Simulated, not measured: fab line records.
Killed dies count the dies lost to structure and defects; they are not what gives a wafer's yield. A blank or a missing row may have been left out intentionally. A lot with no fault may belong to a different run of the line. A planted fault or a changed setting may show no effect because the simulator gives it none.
fab line records | flow gf180mcu
record: lots: 5 | wafers: 15 | lastDay: 34
route steps=602 shown TOP_METAL@575 PASSIVATION@587
lots that met no fault: taken from a fault-free run of the same line
startH: hours from the record's first day to the start of the lot's first wafer shown | waitH: how many hours have passed since the lot's step before this one | " identical to the entry in the row above | L1.1+2: one row covering several wafers at once | - no value, or no start given | * or withheld: withheld | < > ~ a bound
route shown NAME@n: names a module that has steps shown in the file, with the first one's number in the route | usual: mean/standard deviation taken from wafers without a fault | same: alike in all rows | chamber/n: place in a boat | sites: each site's reading | _std_site: standard deviation of those values | _edge_site: outer sites' mean less inner sites' | radiusMm: how far each site lies from the wafer's centre | mask NAME#n: copy n | behind: the tool/chamber that last shaped the wafer | hold: why the lot was held/for how many hours/how that ended | device: names the non-switching transistor (n, p or np) | end of line: the tests these same wafers got at the end of their route | a step given without rows: its recipe and nothing more | killed: dies lost to structure and defects at the first sort, not the wafer's yield | map: the dies of a wafer, with x for killed, . for not killed, _ for no die there
set.NAME: setting as actually run; set.NAME@STEP: the setting as run at that earlier step | model.NAME: the simulator's own value behind a step, which no gauge read
a table for each step, a row for each wafer; lots at some steps of the route
services: when a tool's chamber went out of use (startH, in hours from the record's first day, below 0 if earlier), for how many hours, and the reason
== steps ==
step: GF_TOP_METAL_HMDS_08
recipe: primeTimeS: 60 | primeTempC: 120
usual: primeTempC: 120.01/0.14
same: primeTimeS: 60
lot.wafer | tool          | chamber | startH | waitH | primeTempC
L074.2    | lithoTrack-04 | 0       | 641.14 | 0.1   | 119.98
L074.4    | "             | 0       | "      | "     | 119.91
L074.5    | "             | 0       | "      | "     | 119.81
L077.2    | lithoTrack-03 | 0       | 659.22 | 0.1   | 119.96
L077.3    | "             | 0       | "      | "     | 119.72
L077.4    | "             | 0       | "      | "     | 120.18
L083.1    | lithoTrack-01 | 0       | 704.25 | 0.1   | 120.42
L083.2    | "             | 0       | "      | "     | 120.38
L083.5    | "             | 0       | "      | "     | 120.30
L086.3    | lithoTrack-04 | 0       | 731.57 | 0.1   | 120.05
L086.4    | "             | 0       | "      | "     | 119.93
L086.6    | "             | 0       | "      | "     | 119.92
L095.4    | lithoTrack-04 | 0       | 785.54 | 0.1   | 120.21
L095.5    | "             | 0       | "      | "     | 119.95
L095.6    | "             | 0       | "      | "     | 120.05
step: GF_TOP_METAL_COAT_09
recipe: resist: NOVOLAK | spinRpm: 3000 | resistThkNm: 1500
usual: spinSpeedRpm: 3000.4/1.7
lot.wafer | tool          | chamber | startH | waitH | spinSpeedRpm
L074.2    | lithoTrack-04 | 0       | 641.29 | 0.1   | 2999.6
L074.4    | "             | 0       | "      | "     | 2998.6
L074.5    | "             | 0       | "      | "     | 2999.4
L077.2    | lithoTrack-03 | 0       | 659.37 | 0.1   | 2999.6
L077.3    | "             | 0       | "      | "     | 3001.7
L077.4    | "             | 0       | "      | "     | 3003.1
L083.1    | lithoTrack-01 | 0       | 704.40 | 0.1   | 2999.7
L083.2    | "             | 0       | "      | "     | 2997.5
L083.5    | "             | 0       | "      | "     | 2996.4
L086.3    | lithoTrack-04 | 0       | 731.72 | 0.1   | 3001.2
L086.4    | "             | 0       | "      | "     | 2997.1
L086.6    | "             | 0       | "      | "     | 2996.2
L095.4    | lithoTrack-04 | 0       | 785.69 | 0.1   | 3001.4
L095.5    | "             | 0       | "      | "     | 3000.6
L095.6    | "             | 0       | "      | "     | 3000.3
step: GF_TOP_METAL_SOFTBAKE_10
recipe: tempC: 90 | timeS: 60 | resist: NOVOLAK
lot.wafer  | tool          | chamber | startH | waitH
L074.2+4+5 | lithoTrack-04 | 0       | 641.44 | 0.1
L077.2+3+4 | lithoTrack-03 | 0       | 659.52 | 0.1
L083.1+2+5 | lithoTrack-01 | 0       | 704.55 | 0.1
L086.3+4+6 | lithoTrack-04 | 0       | 731.87 | 0.1
L095.4+5+6 | lithoTrack-04 | 0       | 785.84 | 0.1
step: GF_TOP_METAL_EXPOSE_11
recipe: maskId: MetalTop | targetCdNm: 440 | na: 0.6 | sourceShape: conventional | sigmaOuter: 0.6 | doseMj: 170
same: na: 0.6
lot.wafer  | tool            | chamber | startH | waitH | mask
L074.2+4+5 | ilineStepper-01 | 0       | -      | -     | MetalTop#0
L077.2+3+4 | ilineStepper-02 | 0       | -      | -     | MetalTop#0
L083.1+2+5 | ilineStepper-01 | 0       | -      | -     | MetalTop#0
L086.3+4+6 | ilineStepper-01 | 0       | -      | -     | MetalTop#0
L095.4+5+6 | ilineStepper-02 | 0       | -      | -     | MetalTop#0
step: GF_TOP_METAL_PEB_12
recipe: tempC: withheld | timeS: * | resist: NOVOLAK
lot.wafer  | tool          | chamber | startH | waitH
L074.2+4+5 | lithoTrack-01 | 0       | -      | -
L077.2+3+4 | lithoTrack-01 | 0       | -      | -
L083.1+2+5 | lithoTrack-04 | 0       | -      | -
L086.3+4+6 | lithoTrack-04 | 0       | -      | -
L095.4+5+6 | lithoTrack-01 | 0       | -      | -
step: GF_TOP_METAL_DEVELOP_13
recipe: developTimeS: 60 | devTempC: 23
lot.wafer  | tool          | chamber | startH | waitH
L074.2+4+5 | lithoTrack-01 | 0       | 650.47 | 0.1
L077.2+3+4 | lithoTrack-01 | 0       | 669.07 | 0.1
L083.1+2+5 | lithoTrack-04 | 0       | 713.52 | 0.1
L086.3+4+6 | lithoTrack-04 | 0       | 740.07 | 0.1
L095.4+5+6 | lithoTrack-01 | 0       | 793.37 | 0.1
step: GF_TOP_METAL_CD_MEAS_14
recipe: targetCdNm: 440
usual: cdNm: 438.7/2.2
lot.wafer | tool     | chamber | startH | waitH | cdNm
L074.2    | cdSem-02 | -       | 650.62 | 0.1   | 442.9
L074.4    | "        | -       | "      | "     | 441.7
L074.5    | "        | -       | "      | "     | 443.2
L077.2    | cdSem-02 | -       | 669.22 | 0.1   | 435.9
L077.3    | "        | -       | "      | "     | 435.3
L077.4    | "        | -       | "      | "     | 434.3
L083.1    | cdSem-01 | -       | 713.67 | 0.1   | 438.2
L083.2    | "        | -       | "      | "     | 437.8
L083.5    | "        | -       | "      | "     | 438.5
L086.3    | cdSem-02 | -       | 740.21 | 0.1   | 438.8
L086.4    | "        | -       | "      | "     | 440.1
L086.6    | "        | -       | "      | "     | 437.4
L095.4    | cdSem-01 | -       | 793.51 | 0.1   | 439.2
L095.5    | "        | -       | "      | "     | 438.2
L095.6    | "        | -       | "      | "     | 441.0
step: GF_TOP_METAL_OVL_MEAS_15
usual: TOP_METAL_OVL: 0.2/1.5
lot.wafer | tool       | chamber | startH | waitH | TOP_METAL_OVL[nm]
L074.2    | overlay-01 | -       | 650.73 | 0.1   | 0.7
L074.4    | "          | -       | "      | "     | -1.3
L074.5    | "          | -       | "      | "     | 0.0
L077.2    | overlay-01 | -       | 669.33 | 0.1   | -0.1
L077.3    | "          | -       | "      | "     | 1.2
L077.4    | "          | -       | "      | "     | -2.8
L083.1    | overlay-02 | -       | 713.79 | 0.1   | -0.3
L083.2    | "          | -       | "      | "     | -0.1
L083.5    | "          | -       | "      | "     | -1.3
L086.3    | overlay-01 | -       | 740.30 | 0.1   | -0.4
L086.4    | "          | -       | "      | "     | 0.0
L086.6    | "          | -       | "      | "     | 1.9
L095.4    | overlay-02 | -       | 793.59 | 0.1   | 1.8
L095.5    | "          | -       | "      | "     | 0.9
L095.6    | "          | -       | "      | "     | 2.5
step: GF_TOP_METAL_METAL_ETCH_16
recipe: chemistry: Cl2/BCl3 | maskMaterial: NOVOLAK | targetDepthNm: 1197 | stopOn: SiO2 | pressureMtorr: 8 | icpW: 800 | biasW: 140 | Cl2_flow_sccm: 80 | bcl3FlowSccm: 40 | timeS: 199.5
usual: drypumpMotorCurrentA: 5.6/0.37 | oesProductAu: 0.990/0.0064 | throttleValvePct: 28.229/0.011
lot.wafer | tool        | chamber | startH | waitH | drypumpMotorCurrentA | oesProductAu | rfHoursCounterH | throttleValvePct
L074.2    | rieMetal-03 | 1       | 650.76 | 0.0   | 5.0                  | 0.995        | 12              | 28.228
L074.4    | "           | 0       | "      | "     | 6.0                  | 0.986        | -               | 28.237
L074.5    | "           | 0       | "      | "     | 6.0                  | 0.989        | -               | 28.230
L077.2    | rieMetal-04 | 1       | 669.36 | 0.0   | 5.6                  | 0.977        | 16              | 28.246
L077.3    | "           | 0       | "      | "     | 5.4                  | 0.988        | -               | 28.232
L077.4    | "           | 1       | "      | "     | 5.6                  | 0.984        | -               | 28.237
L083.1    | rieMetal-01 | 1       | 713.82 | 0.0   | 6.0                  | 0.993        | 16              | 28.231
L083.2    | "           | 0       | "      | "     | 5.9                  | 0.978        | 7               | 28.234
L083.5    | "           | 1       | "      | "     | 6.0                  | 0.991        | -               | 28.236
L086.3    | rieMetal-03 | 1       | 740.45 | 0.1   | 5.0                  | 0.994        | -               | 28.215
L086.4    | "           | 1       | "      | "     | 5.0                  | 0.989        | -               | 28.238
L086.6    | "           | 1       | "      | "     | 5.0                  | 0.992        | -               | 28.237
L095.4    | rieMetal-01 | 0       | 793.67 | 0.1   | 5.9                  | 0.982        | -               | 28.232
L095.5    | "           | 0       | "      | "     | 5.9                  | 0.995        | -               | 28.237
L095.6    | "           | 1       | "      | "     | 6.0                  | 0.985        | -               | 28.218
step: GF_TOP_METAL_STRIP_17
recipe: chemistry: O2/N2 | powerW: 1400 | pressureMtorr: 1500 | platenTempC: 250 | o2FlowSccm: 3000 | n2FlowSccm: 300 | overashFraction: 0.5
usual: drypumpMotorCurrentA: 5.9/0.32 | heaterPowerW: 344/33 | oesProductAu: 0.710/0.0046 | stripTimeToEndpointS: 12.95/0.11
lot.wafer | tool           | chamber | startH | waitH | drypumpMotorCurrentA | heaterPowerW | oesProductAu | rfHoursCounterH | stripTimeToEndpointS
L074.2    | plasmaAsher-01 | 0       | 650.95 | 0.1   | 5.8                  | 291          | 0.707        | 99              | 12.81
L074.4    | "              | 0       | "      | "     | 5.9                  | 289          | 0.706        | -               | 12.99
L074.5    | "              | 1       | "      | "     | 5.4                  | 365          | 0.706        | -               | 12.99
L077.2    | plasmaAsher-04 | 1       | 669.55 | 0.1   | 6.2                  | 311          | 0.705        | 25              | 13.10
L077.3    | "              | 0       | "      | "     | 5.9                  | 359          | 0.707        | -               | 12.88
L077.4    | "              | 1       | "      | "     | 6.2                  | 305          | 0.711        | -               | 13.10
L083.1    | plasmaAsher-03 | 0       | 714.01 | 0.1   | 5.8                  | 331          | 0.704        | 64              | 13.09
L083.2    | "              | 1       | "      | "     | 6.4                  | 380          | 0.700        | 64              | 13.02
L083.5    | "              | 1       | "      | "     | 6.4                  | 380          | 0.699        | -               | 12.99
L086.3    | plasmaAsher-03 | 0       | 740.76 | 0.2   | 5.8                  | 338          | 0.715        | -               | 12.99
L086.4    | "              | 1       | "      | "     | 6.4                  | 381          | 0.711        | -               | 12.97
L086.6    | "              | 1       | "      | "     | 6.4                  | 382          | 0.713        | -               | 12.91
L095.4    | plasmaAsher-03 | 0       | 793.83 | 0.1   | 5.8                  | 338          | 0.708        | -               | 12.92
L095.5    | "              | 0       | "      | "     | 5.7                  | 337          | 0.711        | -               | 12.86
L095.6    | "              | 1       | "      | "     | 6.4                  | 381          | 0.714        | -               | 12.94
step: GF_TOP_METAL_STRIP_18
recipe: chemistry: postEtchResidueRemover | timeS: 1200 | tempC: 72.5
lot.wafer  | tool        | chamber | startH | waitH
L074.2+4+5 | wetBench-03 | 1       | 651.05 | 0.1
L077.2+3+4 | wetBench-03 | 1       | 669.65 | 0.1
L083.1+2+5 | wetBench-03 | 3       | 714.11 | 0.1
L086.3+4+6 | wetBench-02 | 1       | 740.82 | 0.0
L095.4+5+6 | wetBench-03 | 3       | 793.89 | 0.0
step: GF_TOP_METAL_CLEAN_19
recipe: chemistry: DIW | dry: n2Spin
lot.wafer  | tool        | chamber | startH | waitH
L074.2+4+5 | wetBench-02 | 1       | 651.39 | 0.0
L077.2+3+4 | wetBench-02 | 2       | 669.99 | 0.0
L083.1+2+5 | wetBench-02 | 0       | 714.66 | 0.2
L086.3+4+6 | wetBench-01 | 0       | 741.17 | 0.0
L095.4+5+6 | wetBench-01 | 2       | 794.27 | 0.0
step: GF_PASSIVATION_CVD_00
recipe: material: SiO2 | targetThkNm: 1000 | precursor: TEOS | tempC: 400 | timeS: 111.95 | rfW: 600
usual: heaterPowerW: 664/100 | susceptorTempC: 400.03/0.23
lot.wafer | tool     | chamber | startH | waitH | heaterPowerW | susceptorTempC
L074.2    | pecvd-03 | 1       | 651.52 | 0.0   | 701          | 400.02
L074.4    | "        | 1       | "      | "     | 627          | 400.45
L074.5    | "        | 1       | "      | "     | 679          | 400.21
L077.2    | pecvd-01 | 2       | 670.09 | 0.0   | 630          | 400.48
L077.3    | "        | 0       | "      | "     | 639          | 399.86
L077.4    | "        | 1       | "      | "     | 802          | 400.05
L083.1    | pecvd-03 | 2       | 714.75 | 0.0   | 798          | 399.90
L083.2    | "        | 0       | "      | "     | 679          | 399.95
L083.5    | "        | 2       | "      | "     | 840          | 399.95
L086.3    | pecvd-02 | 0       | 741.26 | 0.0   | 844          | 399.99
L086.4    | "        | 1       | "      | "     | 564          | 399.66
L086.6    | "        | 0       | "      | "     | 680          | 399.93
L095.4    | pecvd-02 | 1       | 794.40 | 0.0   | 457          | 399.94
L095.5    | "        | 0       | "      | "     | 684          | 400.05
L095.6    | "        | 2       | "      | "     | 610          | 399.71
step: GF_PASSIVATION_THK_MEAS_01
recipe: reads: SiO2_of_PASSIVATION_CVD_00
usual: PASSIVATION_CVD_00_THK: 1002/13
lot.wafer | tool         | chamber | startH | waitH | PASSIVATION_CVD_00_THK[nm]
L074.2    | filmMetro-04 | -       | 651.73 | 0.2   | 996
L074.4    | "            | -       | "      | "     | 1010
L074.5    | "            | -       | "      | "     | 1007
L077.2    | filmMetro-03 | -       | 670.18 | 0.0   | 1000
L077.3    | "            | -       | "      | "     | 990
L077.4    | "            | -       | "      | "     | 1016
L083.1    | filmMetro-03 | -       | 714.83 | 0.0   | 992
L083.2    | "            | -       | "      | "     | 990
L083.5    | "            | -       | "      | "     | 993
L086.3    | filmMetro-04 | -       | 741.36 | 0.1   | 982
L086.4    | "            | -       | "      | "     | 995
L086.6    | "            | -       | "      | "     | 1009
L095.4    | filmMetro-01 | -       | 794.47 | 0.0   | 1026
L095.5    | "            | -       | "      | "     | 1005
L095.6    | "            | -       | "      | "     | 1013
step: GF_PASSIVATION_CVD_02
recipe: material: Si3N4 | targetThkNm: 700 | timeS: 486.18 | tempC: 400 | rfW: 450
usual: heaterPowerW: 714/99 | susceptorTempC: 400.01/0.22
lot.wafer | tool     | chamber | startH | waitH | heaterPowerW | susceptorTempC
L074.2    | pecvd-02 | 2       | 651.78 | 0.0   | 671          | 400.20
L074.4    | "        | 0       | "      | "     | 732          | 399.83
L074.5    | "        | 2       | "      | "     | 685          | 399.84
L077.2    | pecvd-02 | 1       | 670.23 | 0.0   | 592          | 400.37
L077.3    | "        | 0       | "      | "     | 821          | 400.40
L077.4    | "        | 1       | "      | "     | 613          | 400.19
L083.1    | pecvd-01 | 0       | 714.89 | 0.1   | 722          | 399.84
L083.2    | "        | 2       | "      | "     | 694          | 399.78
L083.5    | "        | 0       | "      | "     | 736          | 399.90
L086.3    | pecvd-03 | 2       | 741.40 | 0.0   | 869          | 399.98
L086.4    | "        | 2       | "      | "     | 729          | 400.04
L086.6    | "        | 0       | "      | "     | 694          | 400.10
L095.4    | pecvd-03 | 1       | 794.64 | 0.2   | 735          | 400.20
L095.5    | "        | 0       | "      | "     | 686          | 399.96
L095.6    | "        | 2       | "      | "     | 821          | 400.12
step: GF_PASSIVATION_THK_MEAS_03
recipe: reads: Si3N4_of_PASSIVATION_CVD_02
usual: PASSIVATION_CVD_02_THK: 702/10
lot.wafer | tool         | chamber | startH | waitH | PASSIVATION_CVD_02_THK[nm]
L074.2    | filmMetro-04 | -       | 652.07 | 0.2   | 693
L074.4    | "            | -       | "      | "     | 708
L074.5    | "            | -       | "      | "     | 702
L077.2    | filmMetro-04 | -       | 670.52 | 0.2   | 684
L077.3    | "            | -       | "      | "     | 706
L077.4    | "            | -       | "      | "     | 693
L083.1    | filmMetro-04 | -       | 715.18 | 0.1   | 699
L083.2    | "            | -       | "      | "     | 691
L083.5    | "            | -       | "      | "     | 710
L086.3    | filmMetro-04 | -       | 741.70 | 0.2   | 697
L086.4    | "            | -       | "      | "     | 708
L086.6    | "            | -       | "      | "     | 717
L095.4    | filmMetro-03 | -       | 794.81 | 0.0   | 700
L095.5    | "            | -       | "      | "     | 710
L095.6    | "            | -       | "      | "     | 694
step: GF_PASSIVATION_DEHYDRATE_04
recipe: tempC: 200 | timeS: 60
lot.wafer  | tool          | chamber | startH | waitH
L074.2+4+5 | lithoTrack-02 | 0       | 661.85 | 9.8
L077.2+3+4 | lithoTrack-02 | 0       | 679.55 | 9.0
L083.1+2+5 | lithoTrack-02 | 0       | 723.28 | 8.1
L086.3+4+6 | lithoTrack-04 | 0       | 749.12 | 7.4
L095.4+5+6 | lithoTrack-01 | 0       | 801.77 | 6.9
step: GF_PASSIVATION_HMDS_05
recipe: primeTimeS: 60 | primeTempC: 120
usual: primeTempC: 119.98/0.13
same: primeTimeS: 60
lot.wafer | tool          | chamber | startH | waitH | primeTempC
L074.2    | lithoTrack-02 | 0       | 662.00 | 0.1   | 119.97
L074.4    | "             | 0       | "      | "     | 120.19
L074.5    | "             | 0       | "      | "     | 120.20
L077.2    | lithoTrack-02 | 0       | 679.70 | 0.1   | 120.04
L077.3    | "             | 0       | "      | "     | 119.95
L077.4    | "             | 0       | "      | "     | 120.12
L083.1    | lithoTrack-02 | 0       | 723.43 | 0.1   | 120.02
L083.2    | "             | 0       | "      | "     | 120.11
L083.5    | "             | 0       | "      | "     | 119.95
L086.3    | lithoTrack-04 | 0       | 749.27 | 0.1   | 120.06
L086.4    | "             | 0       | "      | "     | 120.11
L086.6    | "             | 0       | "      | "     | 120.12
L095.4    | lithoTrack-01 | 0       | 801.92 | 0.1   | 119.87
L095.5    | "             | 0       | "      | "     | 120.16
L095.6    | "             | 0       | "      | "     | 120.17
step: GF_PASSIVATION_COAT_06
recipe: spinRpm: 2000 | resistThkNm: 4000
usual: spinSpeedRpm: 2000.0/1.3
lot.wafer | tool          | chamber | startH | waitH | spinSpeedRpm
L074.2    | lithoTrack-02 | 0       | 662.15 | 0.1   | 2002.8
L074.4    | "             | 0       | "      | "     | 2003.1
L074.5    | "             | 0       | "      | "     | 1999.9
L077.2    | lithoTrack-02 | 0       | 679.85 | 0.1   | 2000.9
L077.3    | "             | 0       | "      | "     | 1998.9
L077.4    | "             | 0       | "      | "     | 2000.6
L083.1    | lithoTrack-02 | 0       | 723.58 | 0.1   | 1999.1
L083.2    | "             | 0       | "      | "     | 1999.6
L083.5    | "             | 0       | "      | "     | 2000.2
L086.3    | lithoTrack-04 | 0       | 749.42 | 0.1   | 1998.7
L086.4    | "             | 0       | "      | "     | 2001.5
L086.6    | "             | 0       | "      | "     | 1999.6
L095.4    | lithoTrack-01 | 0       | 802.07 | 0.1   | 2002.3
L095.5    | "             | 0       | "      | "     | 1998.9
L095.6    | "             | 0       | "      | "     | 2001.0
step: GF_PASSIVATION_SOFTBAKE_07
recipe: tempC: 110 | timeS: withheld
lot.wafer  | tool          | chamber | startH | waitH
L074.2+4+5 | lithoTrack-02 | 0       | 662.31 | 0.1
L077.2+3+4 | lithoTrack-02 | 0       | 680.01 | 0.1
L083.1+2+5 | lithoTrack-02 | 0       | 723.73 | 0.1
L086.3+4+6 | lithoTrack-04 | 0       | 749.58 | 0.1
L095.4+5+6 | lithoTrack-01 | 0       | 802.25 | 0.1
step: GF_PASSIVATION_EXPOSE_08
recipe: maskId: Pad | targetCdNm: 40000 | na: 0.57 | doseMj: 310
same: na: 0.57
lot.wafer  | tool            | chamber | startH | waitH | mask
L074.2+4+5 | ilineStepper-02 | 0       | -      | -     | Pad#0
L077.2+3+4 | ilineStepper-02 | 0       | -      | -     | Pad#0
L083.1+2+5 | ilineStepper-01 | 0       | -      | -     | Pad#0
L086.3+4+6 | ilineStepper-02 | 0       | -      | -     | Pad#0
L095.4+5+6 | ilineStepper-01 | 0       | -      | -     | Pad#0
step: GF_PASSIVATION_PEB_09
recipe: tempC: 115 | timeS: withheld
lot.wafer  | tool          | chamber | startH | waitH
L074.2+4+5 | lithoTrack-02 | 0       | -      | -
L077.2+3+4 | lithoTrack-02 | 0       | -      | -
L083.1+2+5 | lithoTrack-04 | 0       | -      | -
L086.3+4+6 | lithoTrack-01 | 0       | -      | -
L095.4+5+6 | lithoTrack-02 | 0       | -      | -
step: GF_PASSIVATION_DEVELOP_10
recipe: developTimeS: 60 | devTempC: 23
lot.wafer  | tool          | chamber | startH | waitH
L074.2+4+5 | lithoTrack-02 | 0       | -      | -
L077.2+3+4 | lithoTrack-02 | 0       | -      | -
L083.1+2+5 | lithoTrack-04 | 0       | -      | -
L086.3+4+6 | lithoTrack-01 | 0       | -      | -
L095.4+5+6 | lithoTrack-02 | 0       | -      | -
step: GF_PASSIVATION_ETCH_11
recipe: chemistry: CF4/O2 | targetDepthNm: 2040 | stopOn: TiN | sourceW: 800 | biasW: 150 | pressureMtorr: 150 | cf4FlowSccm: 80 | O2_flow_sccm: 10 | timeS: 453.3
usual: drypumpMotorCurrentA: 5.5/0.35 | oesProductAu: 0.990/0.0052 | throttleValvePct: 5.969/0.0093
lot.wafer | tool       | chamber | startH | waitH | drypumpMotorCurrentA | oesProductAu | rfHoursCounterH | throttleValvePct
L074.2    | rieDiel-03 | 1       | 671.28 | -     | 5.8                  | 0.992        | 57              | 5.973
L074.4    | "          | 2       | "      | "     | 5.7                  | 0.995        | 11              | 5.978
L074.5    | "          | 1       | "      | "     | 5.8                  | 0.984        | -               | 5.980
L077.2    | rieDiel-03 | 0       | 688.83 | -     | 5.6                  | 0.993        | 6               | 5.978
L077.3    | "          | 1       | "      | "     | 5.8                  | 0.982        | 57              | 5.968
L077.4    | "          | 3       | "      | "     | 5.9                  | 0.996        | 16              | 5.957
L083.1    | rieDiel-04 | 3       | 732.32 | -     | 5.3                  | 0.991        | 15              | 5.974
L083.2    | "          | 2       | "      | "     | 5.7                  | 0.992        | 24              | 5.968
L083.5    | "          | 0       | "      | "     | 6.2                  | 0.996        | -               | 5.969
L086.3    | rieDiel-02 | 2       | 758.05 | -     | 5.3                  | 0.994        | 16              | 5.971
L086.4    | "          | 1       | "      | "     | 5.2                  | 0.993        | 14              | 5.968
L086.6    | "          | 3       | "      | "     | 5.4                  | 0.989        | -               | 5.968
L095.4    | rieDiel-02 | 3       | 809.43 | -     | 5.4                  | 0.998        | 1               | 5.979
L095.5    | "          | 0       | "      | "     | 5.4                  | 0.992        | -               | 5.964
L095.6    | "          | 3       | "      | "     | 5.4                  | 0.987        | -               | 5.963
step: GF_PASSIVATION_STRIP_12
recipe: chemistry: O2/N2 | powerW: 1400 | pressureMtorr: 1500 | platenTempC: 250 | o2FlowSccm: 3000 | n2FlowSccm: 300 | overashFraction: 0.5
usual: drypumpMotorCurrentA: 6.10/0.22 | heaterPowerW: 342/22 | oesProductAu: 0.719/0.0041 | stripTimeToEndpointS: 32.95/0.24
lot.wafer | tool           | chamber | startH | waitH | drypumpMotorCurrentA | heaterPowerW | oesProductAu | rfHoursCounterH | stripTimeToEndpointS
L074.2    | plasmaAsher-02 | 0       | 671.55 | 0.1   | 6.27                 | 342          | 0.720        | 89              | 32.81
L074.4    | "              | 1       | "      | "     | 6.11                 | 328          | 0.724        | -               | 32.57
L074.5    | "              | 0       | "      | "     | 6.29                 | 337          | 0.709        | -               | 32.96
L077.2    | plasmaAsher-03 | 0       | 689.10 | 0.1   | 5.79                 | 330          | 0.719        | 61              | 33.01
L077.3    | "              | 0       | "      | "     | 5.76                 | 336          | 0.721        | -               | 33.32
L077.4    | "              | 1       | "      | "     | 6.34                 | 385          | 0.716        | -               | 33.16
L083.1    | plasmaAsher-03 | 0       | 732.58 | 0.1   | 5.77                 | 337          | 0.710        | 67              | 32.93
L083.2    | "              | 1       | "      | "     | 6.31                 | 385          | 0.714        | 67              | 33.07
L083.5    | "              | 1       | "      | "     | 6.35                 | 382          | 0.715        | -               | 32.60
L086.3    | plasmaAsher-03 | 1       | 758.35 | 0.2   | 6.34                 | 376          | 0.722        | -               | 33.07
L086.4    | "              | 0       | "      | "     | 5.78                 | 336          | 0.715        | -               | 33.09
L086.6    | "              | 1       | "      | "     | 6.34                 | 385          | 0.722        | -               | 33.07
L095.4    | plasmaAsher-03 | 1       | 809.73 | 0.2   | 6.37                 | 370          | 0.720        | -               | 32.65
L095.5    | "              | 1       | "      | "     | 6.38                 | 368          | 0.721        | -               | 32.51
L095.6    | "              | 0       | "      | "     | 5.78                 | 333          | 0.723        | -               | 32.32
step: GF_PASSIVATION_ANNEAL_13
recipe: tempC: 400 | timeS: 1800 | ambient: N2/H2 | idleTempC: 300 | rampUpCPerMin: 10 | rampDownCPerMin: 3
usual: spikeTcCentreC: 400.3/1.1 | zonePowerCentrePct: 4.76/0.29
lot.wafer | tool       | chamber | startH | waitH | spikeTcCentreC | zonePowerCentrePct
L074.2    | furnace-02 | 0       | 671.65 | 0.1   | 399.7          | 4.98
L074.4    | "          | 0       | "      | "     | 401.6          | 5.06
L074.5    | "          | 0       | "      | "     | 401.5          | 5.03
L077.2    | furnace-02 | 0       | 689.20 | 0.1   | 400.3          | 5.00
L077.3    | "          | 0       | "      | "     | 399.5          | 4.98
L077.4    | "          | 0       | "      | "     | 400.4          | 4.98
L083.1    | furnace-01 | 0       | 732.68 | 0.1   | 397.9          | 4.42
L083.2    | "          | 0       | "      | "     | 399.6          | 4.46
L083.5    | "          | 0       | "      | "     | 400.7          | 4.47
L086.3    | furnace-02 | 0       | 758.42 | 0.0   | 400.8          | 4.98
L086.4    | "          | 0       | "      | "     | 400.2          | 5.13
L086.6    | "          | 0       | "      | "     | 401.4          | 5.05
L095.4    | furnace-01 | 0       | 809.80 | 0.0   | 401.3          | 4.47
L095.5    | "          | 0       | "      | "     | 398.5          | 4.35
L095.6    | "          | 0       | "      | "     | 400.7          | 4.46
step: GF_PASSIVATION_BOW_MEAS_14
recipe: mode: bow
usual: PASSIVATION_BOW: 139/10
lot.wafer | tool         | chamber | startH | waitH | PASSIVATION_BOW[um]
L074.2    | filmMetro-01 | -       | 673.17 | 0.0   | 126
L074.4    | "            | -       | "      | "     | 136
L074.5    | "            | -       | "      | "     | 124
L077.2    | filmMetro-04 | -       | 690.72 | 0.0   | 149
L077.3    | "            | -       | "      | "     | 160
L077.4    | "            | -       | "      | "     | 156
L083.1    | filmMetro-01 | -       | 734.18 | 0.0   | 151
L083.2    | "            | -       | "      | "     | 145
L083.5    | "            | -       | "      | "     | 144
L086.3    | filmMetro-01 | -       | 759.96 | 0.0   | 128
L086.4    | "            | -       | "      | "     | 133
L086.6    | "            | -       | "      | "     | 139
L095.4    | filmMetro-03 | -       | 811.37 | 0.1   | 139
L095.5    | "            | -       | "      | "     | 132
L095.6    | "            | -       | "      | "     | 124
== services ==
tool            | chamber | startH | hours | kind
furnace-01      | -       | 618.56 | 4.0   | pm
rieDiel-02      | -       | 623.60 | 0.3   | repair
pecvd-01        | 2       | 629.20 | 6.7   | repair
rieDiel-03      | 3       | 633.03 | 6.8   | repair
pecvd-03        | 2       | 635.43 | 16.9  | repair
ilineStepper-02 | -       | 639.20 | 2.8   | repair
rieMetal-01     | -       | 641.18 | 10.0  | pm
pecvd-03        | 0       | 645.25 | 14.6  | repair
rieDiel-02      | 3       | 658.30 | 5.7   | repair
ilineStepper-01 | -       | 663.16 | 5.3   | repair
furnace-02      | -       | 685.90 | 3.1   | pm
pecvd-03        | -       | 688.82 | 0.5   | repair
furnace-01      | -       | 689.31 | 14.3  | pm
rieMetal-01     | 0       | 695.29 | 18.4  | repair
rieDiel-03      | 2       | 700.77 | 10.2  | repair
pecvd-02        | -       | 701.88 | 14.6  | pm
ilineStepper-01 | -       | 704.94 | 1.7   | pm
ilineStepper-01 | -       | 714.13 | 2.1   | pm
furnace-01      | -       | 715.72 | 4.4   | pm
ilineStepper-02 | -       | 737.08 | 10.1  | repair
pecvd-01        | 2       | 756.40 | 6.5   | repair
pecvd-02        | -       | 766.50 | 2.3   | repair
pecvd-02        | -       | 799.38 | 14.0  | pm
pecvd-02        | 0       | 808.45 | 3.5   | repair
== key ==
fault none
